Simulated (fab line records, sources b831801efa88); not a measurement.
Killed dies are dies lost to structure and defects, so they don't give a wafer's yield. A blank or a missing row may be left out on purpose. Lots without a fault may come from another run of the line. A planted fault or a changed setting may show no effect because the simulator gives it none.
fab line records | flow gf180mcu | part 1 of 2: steps 1 to 29 of 40
record lots=5 wafers=15 last_day=34
route steps=602 shown V1@343 M2@362 V2@382
lots that met no fault: from a run of the same line without faults
start_h: hours from the record's first day to the start of the lot's first wafer shown | wait_h: hours since the lot's step before | " the same as in the row above | L1.1+2: a row that stands for several wafers | - no value, or no start given | * or withheld: withheld | < > ~ a bound
route shown NAME@n: a module of which the file shows steps, and the number in the route of the first | usual: mean/standard deviation of fault-free wafers | same: alike in all rows | chamber/n: place in a boat | sites: the reading at each site | _std_site: their standard deviation | _edge_site: outer sites' mean less inner sites' | radius_mm: how far each site lies from the wafer's centre | mask NAME#n: copy n | behind: the tool/chamber that last shaped the wafer | hold: why the lot was held/for how many hours/how that ended | device: the transistor (n, p or np) that didn't switch | end of line: the same wafers' tests at the end of the route | a step without rows: its recipe alone | killed: dies lost to structure and defects at the first sort, not the wafer's yield | map: a wafer's dies, x killed, . not, _ none there
set.NAME: the setting as run; set.NAME@STEP: as run at that earlier step | model.NAME: the simulator's own value behind a step, which no gauge read
lots at some steps of the route; a table a step, a row a wafer
services: from which hour (start_h, from the record's first day; less than 0 if before it) a tool's chamber was out of use, for how many hours, and why
## steps
# step GF_V1_COAT_08
# recipe resist=BARC temp_c=withheld time_s=withheld spin_rpm=withheld resist_thk_nm=withheld
# columns lot.wafer tool chamber start_h wait_h
L076.2+3+6 litho_track-04 0 417.89 0.1
L082.2+3+5 litho_track-02 0 470.51 0.1
L084.3+4+6 litho_track-02 0 492.08 0.1
L090.1+2+5 litho_track-03 0 537.28 0.1
L096.1+2+4 litho_track-02 0 583.23 0.1
# step GF_V1_COAT_09
# recipe resist=KrF spin_rpm=withheld resist_thk_nm=1000
# columns lot.wafer tool chamber start_h wait_h
L076.2+3+6 litho_track-04 0 - -
L082.2+3+5 litho_track-02 0 - -
L084.3+4+6 litho_track-02 0 - -
L090.1+2+5 litho_track-03 0 - -
L096.1+2+4 litho_track-02 0 - -
# step GF_V1_SOFTBAKE_10
# recipe temp_c=130 time_s=60 resist=KrF
# columns lot.wafer tool chamber start_h wait_h
L076.2+3+6 litho_track-04 0 - -
L082.2+3+5 litho_track-02 0 - -
L084.3+4+6 litho_track-02 0 - -
L090.1+2+5 litho_track-03 0 - -
L096.1+2+4 litho_track-02 0 - -
# step GF_V1_EXPOSE_11
# recipe mask_id=Via1 target_cd_nm=260 na=0.68 source_shape=conventional sigma_outer=0.6 dose_mj=38
# same na=0.68
# columns lot.wafer tool chamber start_h wait_h mask
L076.2+3+6 krf_scanner-01 0 - - Via1#0
L082.2+3+5 krf_scanner-01 0 - - Via1#0
L084.3+4+6 krf_scanner-01 0 - - Via1#0
L090.1+2+5 krf_scanner-01 0 - - Via1#0
L096.1+2+4 krf_scanner-02 0 - - Via1#0
# step GF_V1_PEB_12
# recipe peb_temp_c=135 peb_time_s=90 resist=KrF
# columns lot.wafer tool chamber start_h wait_h
L076.2+3+6 litho_track-03 0 - -
L082.2+3+5 litho_track-02 0 - -
L084.3+4+6 litho_track-03 0 - -
L090.1+2+5 litho_track-04 0 - -
L096.1+2+4 litho_track-04 0 - -
# step GF_V1_DEVELOP_13
# recipe develop_time_s=60 resist=KrF dev_temp_c=21
# columns lot.wafer tool chamber start_h wait_h
L076.2+3+6 litho_track-03 0 430.51 0.2
L082.2+3+5 litho_track-02 0 482.61 0.2
L084.3+4+6 litho_track-03 0 504.18 0.1
L090.1+2+5 litho_track-04 0 548.72 0.2
L096.1+2+4 litho_track-04 0 593.72 0.2
# step GF_V1_CD_MEAS_14
# recipe target_cd_nm=260
# usual cd_nm=259.9/1.1
# columns lot.wafer tool chamber start_h wait_h cd_nm
L076.2 cd_sem-02 - 430.65 0.1 259.0
L076.3 " - " " 258.9
L076.6 " - " " 259.7
L082.2 cd_sem-02 - 482.75 0.1 261.4
L082.3 " - " " 261.0
L082.5 " - " " 261.4
L084.3 cd_sem-01 - 504.32 0.1 260.2
L084.4 " - " " 261.0
L084.6 " - " " 258.9
L090.1 cd_sem-01 - 548.87 0.1 262.0
L090.2 " - " " 261.1
L090.5 " - " " 261.6
L096.1 cd_sem-02 - 593.87 0.1 260.3
L096.2 " - " " 259.4
L096.4 " - " " 259.8
# step GF_V1_OVL_MEAS_15
# usual V1_OVL=0/6.3
# columns lot.wafer tool chamber start_h wait_h V1_OVL[nm]
L076.2 overlay-01 - 430.76 0.1 -5
L076.3 " - " " 2
L076.6 " - " " -6
L082.2 overlay-02 - 482.86 0.1 4
L082.3 " - " " -4
L082.5 " - " " -5
L084.3 overlay-02 - 504.41 0.1 9
L084.4 " - " " 10
L084.6 " - " " 7
L090.1 overlay-01 - 548.99 0.1 0
L090.2 " - " " -3
L090.5 " - " " -3
L096.1 overlay-02 - 593.99 0.1 17
L096.2 " - " " 14
L096.4 " - " " 11
# step GF_V1_ETCH_16
# recipe chemistry=N2/H2 target_depth_a=withheld overetch_a=withheld time_s=withheld target=BARC ion_energy_ev=200 source_w=500 bias_w=100 pressure_mtorr=30 n2_flow_sccm=100 h2_flow_sccm=200
# usual chamber_pressure_mTorr=30.001/0.028 drypump_motor_current_A=5.6/0.37 oes_product_au=0.855/0.0046 throttle_valve_pct=13.224/0.0083
# columns lot.wafer tool chamber start_h wait_h chamber_pressure_mTorr drypump_motor_current_A oes_product_au throttle_valve_pct
L076.2 rie_diel-01 2 430.79 0.0 30.001 5.1 0.858 13.214
L076.3 " 1 " " 30.029 5.8 0.851 13.220
L076.6 " 1 " " 30.005 5.8 0.865 13.232
L082.2 rie_diel-03 0 482.89 0.0 29.951 5.4 0.861 13.234
L082.3 " 2 " " 30.049 6.1 0.860 13.225
L082.5 " 0 " " 30.046 5.4 0.863 13.227
L084.3 rie_diel-03 1 504.44 0.0 30.020 5.7 0.855 13.236
L084.4 " 2 " " 29.999 6.1 0.857 13.209
L084.6 " 1 " " 30.010 5.7 0.865 13.226
L090.1 rie_diel-02 3 549.02 0.0 29.999 5.9 0.854 13.221
L090.2 " 2 " " 29.980 4.9 0.858 13.240
L090.5 " 0 " " 29.994 5.9 0.861 13.211
L096.1 rie_diel-02 1 594.02 0.0 30.009 5.6 0.853 13.219
L096.2 " 2 " " 30.015 4.9 0.850 13.216
L096.4 " 3 " " 30.006 5.9 0.853 13.242
# step GF_V1_ETCH_17
# recipe chemistry=C4F8/O2/Ar mask_material=KrF target=SiO2 stop_on=TiN source_w=1500 bias_w=1200 pressure_mtorr=40 c4f8_flow_sccm=withheld O2_flow_sccm=6 Ar_flow_sccm=300 time_s=withheld target_depth_a=6300
# usual chamber_pressure_mTorr=40.00/0.034 oes_product_au=0.856/0.0043
# columns lot.wafer tool chamber start_h wait_h chamber_pressure_mTorr oes_product_au
L076.2 rie_diel-01 2 - - 40.01 0.857
L076.3 " 1 " " 39.93 0.852
L076.6 " 1 " " 40.00 0.860
L082.2 rie_diel-03 0 - - 39.98 0.850
L082.3 " 2 " " 40.02 0.860
L082.5 " 0 " " 40.01 0.858
L084.3 rie_diel-03 1 - - 39.99 0.850
L084.4 " 2 " " 39.96 0.859
L084.6 " 1 " " 40.02 0.852
L090.1 rie_diel-02 3 - - 40.01 0.863
L090.2 " 2 " " 39.99 0.854
L090.5 " 0 " " 40.04 0.860
L096.1 rie_diel-02 1 - - 39.98 0.853
L096.2 " 2 " " 40.03 0.859
L096.4 " 3 " " 39.95 0.860
# step GF_V1_STRIP_18
# recipe chemistry=O2/N2 power_w=1400 pressure_mtorr=1500 platen_temp_c=250 o2_flow_sccm=3000 n2_flow_sccm=300 overash_fraction=0.5
# usual chamber_pressure_mTorr=1499.9/1.3 drypump_motor_current_A=5.5/0.33 heater_power_w=330/25 oes_product_au=0.594/0.0053
# columns lot.wafer tool chamber start_h wait_h chamber_pressure_mTorr drypump_motor_current_A heater_power_w oes_product_au rf_hours_counter_h
L076.2 plasma_asher-02 0 430.92 - 1499.4 5.2 327 0.605 61
L076.3 " 0 " " 1497.6 5.3 336 0.587 -
L076.6 " 0 " " 1500.3 5.2 334 0.585 -
L082.2 plasma_asher-01 0 483.02 - 1501.8 5.8 309 0.591 38
L082.3 " 0 " " 1500.5 5.8 304 0.596 -
L082.5 " 0 " " 1501.8 5.8 299 0.596 -
L084.3 plasma_asher-02 0 504.60 - 1501.9 5.2 332 0.591 -
L084.4 " 1 " " 1499.1 5.2 306 0.592 -
L084.6 " 0 " " 1499.5 5.2 338 0.584 -
L090.1 plasma_asher-01 0 549.15 - 1500.4 5.8 303 0.594 44
L090.2 " 1 " " 1499.1 6.0 359 0.595 44
L090.5 " 0 " " 1502.1 5.8 302 0.594 -
L096.1 plasma_asher-02 1 594.15 - 1499.4 5.2 312 0.596 77
L096.2 " 0 " " 1500.0 5.2 333 0.586 77
L096.4 " 1 " " 1498.7 5.2 298 0.599 -
# step GF_V1_STRIP_19
# recipe chemistry=post_etch_residue_remover time_s=1200 temp_c=72.5
# columns lot.wafer tool chamber start_h wait_h
L076.2+3+6 wet_bench-04 3 431.02 0.1
L082.2+3+5 wet_bench-01 0 483.12 0.1
L084.3+4+6 wet_bench-02 3 504.67 0.0
L090.1+2+5 wet_bench-01 0 549.25 0.1
L096.1+2+4 wet_bench-04 2 594.25 0.1
# step GF_V1_CLEAN_20
# recipe chemistry=DIW dry=n2_spin
# columns lot.wafer tool chamber start_h wait_h
L076.2+3+6 wet_bench-02 1 431.36 0.0
L082.2+3+5 wet_bench-02 3 483.46 0.0
L084.3+4+6 wet_bench-01 2 505.04 0.0
L090.1+2+5 wet_bench-02 1 549.59 0.0
L096.1+2+4 wet_bench-01 2 594.62 0.0
# step GF_V1_SPUTTER_21
# recipe material=Ti target_thk_nm=15 chamber_pressure_pa=5 power_w=2500 substrate_temp_c=200 time_s=80.02
# usual throttle_valve_pct=29.8/1.1
# columns lot.wafer tool chamber start_h wait_h throttle_valve_pct
L076.2 pvd_sputter-04 - 431.46 0.0 31.5
L076.3 " - " " 28.7
L076.6 " - " " 30.1
L082.2 pvd_sputter-02 - 483.56 0.0 30.4
L082.3 " - " " 30.5
L082.5 " - " " 30.4
L084.3 pvd_sputter-03 - 505.22 0.0 30.5
L084.4 " - " " 31.2
L084.6 " - " " 31.0
L090.1 pvd_sputter-04 - 549.68 0.0 30.2
L090.2 " - " " 31.4
L090.5 " - " " 30.3
L096.1 pvd_sputter-02 - 594.72 0.0 29.1
L096.2 " - " " 30.2
L096.4 " - " " 30.6
# step GF_V1_SPUTTER_22
# recipe material=TiN target_thk_nm=10 chamber_pressure_pa=5 power_w=4000 time_s=40
# usual throttle_valve_pct=29.8/1.1
# columns lot.wafer tool chamber start_h wait_h throttle_valve_pct
L076.2 pvd_sputter-04 - 431.52 0.0 31.7
L076.3 " - " " 28.7
L076.6 " - " " 30.3
L082.2 pvd_sputter-02 - 483.62 0.0 30.2
L082.3 " - " " 30.5
L082.5 " - " " 30.3
L084.3 pvd_sputter-03 - 505.28 0.0 30.5
L084.4 " - " " 31.0
L084.6 " - " " 31.0
L090.1 pvd_sputter-04 - 549.75 0.0 30.1
L090.2 " - " " 31.5
L090.5 " - " " 30.5
L096.1 pvd_sputter-02 - 594.78 0.0 29.1
L096.2 " - " " 29.9
L096.4 " - " " 30.6
# step GF_V1_CVD_23
# recipe material=W target_thk_nm=350 time_s=105.05 temp_c=400 pressure_torr=40
# usual heater_power_w=861/77
# columns lot.wafer tool chamber start_h wait_h heater_power_w
L076.2 cvd_w-01 1 431.56 0.0 871
L076.3 " 1 " " 864
L076.6 " 1 " " 884
L082.2 cvd_w-02 0 483.66 0.0 975
L082.3 " 0 " " 954
L082.5 " 0 " " 956
L084.3 cvd_w-01 0 505.36 0.1 760
L084.4 " 1 " " 862
L084.6 " 0 " " 741
L090.1 cvd_w-02 1 549.78 0.0 832
L090.2 " 0 " " 951
L090.5 " 1 " " 811
L096.1 cvd_w-01 0 594.82 0.0 767
L096.2 " 1 " " 847
L096.4 " 0 " " 760
# step GF_V1_RS_MEAS_24
# recipe thk_meas_gauge=four-point-probe reads=W_of_V1_CVD_23+TiN_of_V1_SPUTTER_22+Ti_of_V1_SPUTTER_21
# usual V1_W_RS=0.329/0.0038
# columns lot.wafer tool chamber start_h wait_h V1_W_RS[ohm/sq]
L076.2 film_metro-02 - 431.70 0.1 0.331
L076.3 " - " " 0.334
L076.6 " - " " 0.330
L082.2 film_metro-03 - 483.79 0.1 0.328
L082.3 " - " " 0.328
L082.5 " - " " 0.327
L084.3 film_metro-04 - 505.47 0.1 0.325
L084.4 " - " " 0.329
L084.6 " - " " 0.327
L090.1 film_metro-04 - 549.90 0.1 0.329
L090.2 " - " " 0.333
L090.5 " - " " 0.327
L096.1 film_metro-02 - 594.93 0.1 0.331
L096.2 " - " " 0.334
L096.4 " - " " 0.328
# step GF_V1_THK_MEAS_25
# recipe thk_meas_gauge=xrf reads=W_of_V1_CVD_23
# usual V1_W_THK=343/5
# columns lot.wafer tool chamber start_h wait_h V1_W_THK[nm]
L076.2 film_metro-02 - 431.81 0.1 338
L076.3 " - " " 333
L076.6 " - " " 338
L082.2 film_metro-03 - 483.90 0.1 347
L082.3 " - " " 344
L082.5 " - " " 346
L084.3 film_metro-04 - 505.57 0.1 348
L084.4 " - " " 346
L084.6 " - " " 346
L090.1 film_metro-04 - 550.02 0.1 343
L090.2 " - " " 340
L090.5 " - " " 346
L096.1 film_metro-02 - 595.05 0.1 337
L096.2 " - " " 336
L096.4 " - " " 340
# step GF_V1_CMP_26
# recipe stop_on=SiO2 down_force_psi=3.5 platen_rpm=60 t_overpolish_s=15 target_thk_nm=0 pad_velocity_m_s=0.94248
# usual edge_zone_pressure_frac=1.000/0.0047 motor_current_A=11.5/1.1 overpolish_run_s=14.999/0.0094 time_to_endpoint_s=87/5.2
# same t_overpolish_s=15
# columns lot.wafer tool chamber start_h wait_h edge_zone_pressure_frac motor_current_A overpolish_run_s time_to_endpoint_s
L076.3 cmp-02 0 431.86 0.0 0.995 12.8 14.986 82
L076.2 " 3 " " 0.997 11.9 14.991 88
L076.6 " 1 " " 0.995 10.1 15.009 86
L082.3 cmp-01 2 484.06 0.1 0.998 9.8 15.007 86
L082.2 " 3 " " 0.992 12.4 14.990 91
L082.5 " 1 " " 0.998 10.7 15.002 81
L084.3 cmp-02 1 505.66 0.1 0.998 10.2 15.019 91
L084.4 " 3 " " 0.999 11.8 15.004 91
L084.6 " 1 " " 1.003 9.8 15.005 86
L090.2 cmp-01 3 550.08 0.0 0.997 12.3 14.991 90
L090.1 " 0 " " 1.011 11.9 15.002 79
L090.5 " 3 " " 0.996 12.4 15.001 92
L096.4 cmp-01 1 595.11 0.0 0.996 11.1 15.016 86
L096.2 " 2 " " 1.010 9.7 15.010 92
L096.1 " 3 " " 0.995 12.3 15.005 100
# step GF_M2_SPUTTER_00
# recipe material=Ti target_thk_nm=37.5 arriving_ion_energy_ev=80 substrate_temp_c=200 chamber_pressure_pa=2 power_w=4000 time_s=150
# usual throttle_valve_pct=30.1/0.89
# columns lot.wafer tool chamber start_h wait_h throttle_valve_pct
L076.2 pvd_sputter-03 - 432.16 0.1 27.5
L076.3 " - " " 30.4
L076.6 " - " " 27.4
L082.2 pvd_sputter-01 - 484.26 0.1 29.7
L082.3 " - " " 31.3
L082.5 " - " " 30.6
L084.3 pvd_sputter-01 - 505.91 0.2 30.5
L084.4 " - " " 29.8
L084.6 " - " " 30.2
L090.1 pvd_sputter-02 - 550.38 0.2 30.4
L090.2 " - " " 28.9
L090.5 " - " " 29.1
L096.1 pvd_sputter-01 - 595.41 0.1 29.9
L096.2 " - " " 31.6
L096.4 " - " " 30.3
# step GF_M2_SPUTTER_01
# recipe material=TiN target_thk_nm=30 power_w=6500 time_s=25 chamber_pressure_pa=0.4
# usual throttle_valve_pct=30.1/0.9
# columns lot.wafer tool chamber start_h wait_h throttle_valve_pct
L076.2 pvd_sputter-03 - 432.26 0.1 27.6
L076.3 " - " " 30.8
L076.6 " - " " 27.6
L082.2 pvd_sputter-01 - 484.36 0.1 29.7
L082.3 " - " " 31.6
L082.5 " - " " 30.5
L084.3 pvd_sputter-01 - 506.01 0.1 30.2
L084.4 " - " " 29.6
L084.6 " - " " 30.4
L090.1 pvd_sputter-02 - 550.48 0.1 30.5
L090.2 " - " " 28.7
L090.5 " - " " 29.0
L096.1 pvd_sputter-01 - 595.51 0.1 30.1
L096.2 " - " " 31.4
L096.4 " - " " 30.5
# step GF_M2_SPUTTER_02
# recipe material=AlCu target_thk_nm=450 power_w=10600 time_s=23.9 chamber_pressure_pa=0.4
# usual throttle_valve_pct=30.1/0.94
# columns lot.wafer tool chamber start_h wait_h throttle_valve_pct
L076.2 pvd_sputter-03 - 432.29 0.0 27.6
L076.3 " - " " 30.4
L076.6 " - " " 27.4
L082.2 pvd_sputter-01 - 484.39 0.0 29.4
L082.3 " - " " 31.5
L082.5 " - " " 30.5
L084.3 pvd_sputter-01 - 506.04 0.0 30.3
L084.4 " - " " 29.9
L084.6 " - " " 30.5
L090.1 pvd_sputter-02 - 550.51 0.0 30.5
L090.2 " - " " 29.0
L090.5 " - " " 28.8
L096.1 pvd_sputter-01 - 595.54 0.0 29.9
L096.2 " - " " 31.8
L096.4 " - " " 30.6
# step GF_M2_SPUTTER_03
# recipe material=Ti target_thk_nm=10 substrate_temp_c=300 chamber_pressure_pa=0.3 power_w=3000 time_s=6.7
# usual throttle_valve_pct=30.1/0.91
# columns lot.wafer tool chamber start_h wait_h throttle_valve_pct
L076.2 pvd_sputter-03 - 432.32 0.0 27.7
L076.3 " - " " 30.5
L076.6 " - " " 27.3
L082.2 pvd_sputter-01 - 484.42 0.0 29.7
L082.3 " - " " 31.5
L082.5 " - " " 30.2
L084.3 pvd_sputter-01 - 506.07 0.0 30.4
L084.4 " - " " 29.6
L084.6 " - " " 30.4
L090.1 pvd_sputter-02 - 550.54 0.0 30.1
L090.2 " - " " 29.3
L090.5 " - " " 28.9
L096.1 pvd_sputter-01 - 595.57 0.0 29.7
L096.2 " - " " 31.4
L096.4 " - " " 30.6
# step GF_M2_SPUTTER_04
# recipe material=TiN target_thk_nm=50 power_w=6500 time_s=41.7 chamber_pressure_pa=0.4
# usual throttle_valve_pct=30.1/0.91
# columns lot.wafer tool chamber start_h wait_h throttle_valve_pct
L076.2 pvd_sputter-03 - 432.34 0.0 27.7
L076.3 " - " " 30.4
L076.6 " - " " 27.5
L082.2 pvd_sputter-01 - 484.44 0.0 30.0
L082.3 " - " " 31.6
L082.5 " - " " 30.5
L084.3 pvd_sputter-01 - 506.09 0.0 30.4
L084.4 " - " " 29.7
L084.6 " - " " 30.2
L090.1 pvd_sputter-02 - 550.56 0.0 30.5
L090.2 " - " " 29.1
L090.5 " - " " 28.8
L096.1 pvd_sputter-01 - 595.59 0.0 29.6
L096.2 " - " " 31.5
L096.4 " - " " 30.5
# step GF_M2_RS_MEAS_05
# recipe thk_meas_gauge=four-point-probe reads=TiN_of_M2_SPUTTER_04+Ti_of_M2_SPUTTER_03+AlCu_of_M2_SPUTTER_02+TiN_of_M2_SPUTTER_01+Ti_of_M2_SPUTTER_00
# usual M2_ALCU_RS=0.0694/0.0008
# columns lot.wafer tool chamber start_h wait_h M2_ALCU_RS[ohm/sq]
L076.2 film_metro-02 - 432.40 0.0 0.0704
L076.3 " - " " 0.0701
L076.6 " - " " 0.0706
L082.2 film_metro-02 - 484.50 0.0 0.0700
L082.3 " - " " 0.0688
L082.5 " - " " 0.0701
L084.3 film_metro-02 - 506.17 0.1 0.0695
L084.4 " - " " 0.0696
L084.6 " - " " 0.0711
L090.1 film_metro-03 - 550.60 0.0 0.0697
L090.2 " - " " 0.0706
L090.5 " - " " 0.0699
L096.1 film_metro-02 - 595.63 0.0 0.0685
L096.2 " - " " 0.0684
L096.4 " - " " 0.0696
# step GF_M2_THK_MEAS_06
# recipe thk_meas_gauge=xrf reads=AlCu_of_M2_SPUTTER_02
# usual M2_ALCU_THK=451/5.7
# columns lot.wafer tool chamber start_h wait_h M2_ALCU_THK[nm]
L076.2 film_metro-02 - 432.51 0.1 448
L076.3 " - " " 449
L076.6 " - " " 447
L082.2 film_metro-02 - 484.61 0.1 449
L082.3 " - " " 455
L082.5 " - " " 450
L084.3 film_metro-02 - 506.27 0.1 450
L084.4 " - " " 450
L084.6 " - " " 440
L090.1 film_metro-03 - 550.72 0.1 449
L090.2 " - " " 443
L090.5 " - " " 446
L096.1 film_metro-02 - 595.75 0.1 460
L096.2 " - " " 462
L096.4 " - " " 454
# step GF_M2_DEHYDRATE_07
# recipe temp_c=200 time_s=60
# columns lot.wafer tool chamber start_h wait_h
L076.2+3+6 litho_track-03 0 444.36 11.8
L082.2+3+5 litho_track-03 0 495.71 11.1
L084.3+4+6 litho_track-01 0 517.02 10.7
L090.1+2+5 litho_track-03 0 561.08 10.4
L096.1+2+4 litho_track-03 0 605.58 9.8
# step GF_M2_HMDS_08
# recipe prime_time_s=60 prime_temp_c=120
# usual prime_temp_c=120.00/0.14
# columns lot.wafer tool chamber start_h wait_h prime_temp_c
L076.2 litho_track-03 0 444.51 0.1 119.89
L076.3 " 0 " " 119.76
L076.6 " 0 " " 119.99
L082.2 litho_track-03 0 495.86 0.1 120.15
L082.3 " 0 " " 120.17
L082.5 " 0 " " 120.09
L084.3 litho_track-01 0 517.17 0.1 119.89
L084.4 " 0 " " 120.26
L084.6 " 0 " " 120.19
L090.1 litho_track-03 0 561.23 0.1 120.04
L090.2 " 0 " " 119.98
L090.5 " 0 " " 120.06
L096.1 litho_track-03 0 605.73 0.1 120.14
L096.2 " 0 " " 120.27
L096.4 " 0 " " 120.05
# step GF_M2_COAT_09
# recipe resist=KrF spin_rpm=withheld resist_thk_nm=1000
# columns lot.wafer tool chamber start_h wait_h
L076.2+3+6 litho_track-03 0 444.66 0.1
L082.2+3+5 litho_track-03 0 496.01 0.1
L084.3+4+6 litho_track-01 0 517.32 0.1
L090.1+2+5 litho_track-03 0 561.38 0.1
L096.1+2+4 litho_track-03 0 605.88 0.1
